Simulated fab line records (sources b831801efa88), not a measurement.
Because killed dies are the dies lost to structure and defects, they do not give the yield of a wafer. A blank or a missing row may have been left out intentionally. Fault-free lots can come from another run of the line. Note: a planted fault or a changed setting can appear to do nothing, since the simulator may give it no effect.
Matching of chambers || flow gf180mcu || 4 sister chambers for GF_POLY_GATE_ETCH_13 on rie-si-02
The step etches poly-Si in HBr/Cl2, stops on SiO2, target depth 198.5 nm, time 69.6 s. 4 wafers are shown with their chamber, then 8 later ones without.

== WAFERS, EACH WITH ITS CHAMBER ==
{"wafer": "L667.2", "chamber": 1, "drypump-motor-current-A (A)": 6.1}
{"wafer": "L667.3", "chamber": 0, "drypump-motor-current-A (A)": 4.7}
{"wafer": "L667.5", "chamber": 3, "drypump-motor-current-A (A)": 5.5}
{"wafer": "L673.1", "chamber": 2, "drypump-motor-current-A (A)": 6.1}

== WAFERS MISSING THEIR CHAMBER ==
{"wafer": "L673.3", "drypump-motor-current-A (A)": 5.4}
{"wafer": "L673.6", "drypump-motor-current-A (A)": 4.7}
{"wafer": "L674.1", "drypump-motor-current-A (A)": 4.6}
{"wafer": "L674.2", "drypump-motor-current-A (A)": 5.5}
{"wafer": "L674.5", "drypump-motor-current-A (A)": 5.5}
{"wafer": "L675.1", "drypump-motor-current-A (A)": 5.5}
{"wafer": "L675.2", "drypump-motor-current-A (A)": 6.1}
{"wafer": "L675.6", "drypump-motor-current-A (A)": 4.7}

== CHAMBER TAKEN BY EACH ==
{"wafer": "L673.3", "from the rows above": 3, "in truth": 3}
{"wafer": "L673.6", "from the rows above": 0, "in truth": 0}
{"wafer": "L674.1", "from the rows above": 0, "in truth": 0}
{"wafer": "L674.2", "from the rows above": 3, "in truth": 3}
{"wafer": "L674.5", "from the rows above": 3, "in truth": 3}
{"wafer": "L675.1", "from the rows above": 3, "in truth": 3}
{"wafer": "L675.2", "from the rows above": "can't be placed: 1 or 2", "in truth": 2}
{"wafer": "L675.6", "from the rows above": 0, "in truth": 0}
Correct placement for 7 of the 8. Cannot be placed on the basis of these rows: 1; the candidates contain the true chamber in 1. Number placed wrongly: 0.
How it was worked out, from the rows above alone: a wafer's distance from a chamber is the root of the sum, over the readings, of the square of ((its reading less the chamber's mean) divided by the reading's scatter). The wafer belongs to the nearest chamber; if the next one is less than 2 further off, it can't be placed. The mean given for a chamber averages the wafers shown for that chamber. The scatter (one wafer shown for each chamber): square how far every hidden wafer sits from the nearest shown wafer, average those squares and take the square root.
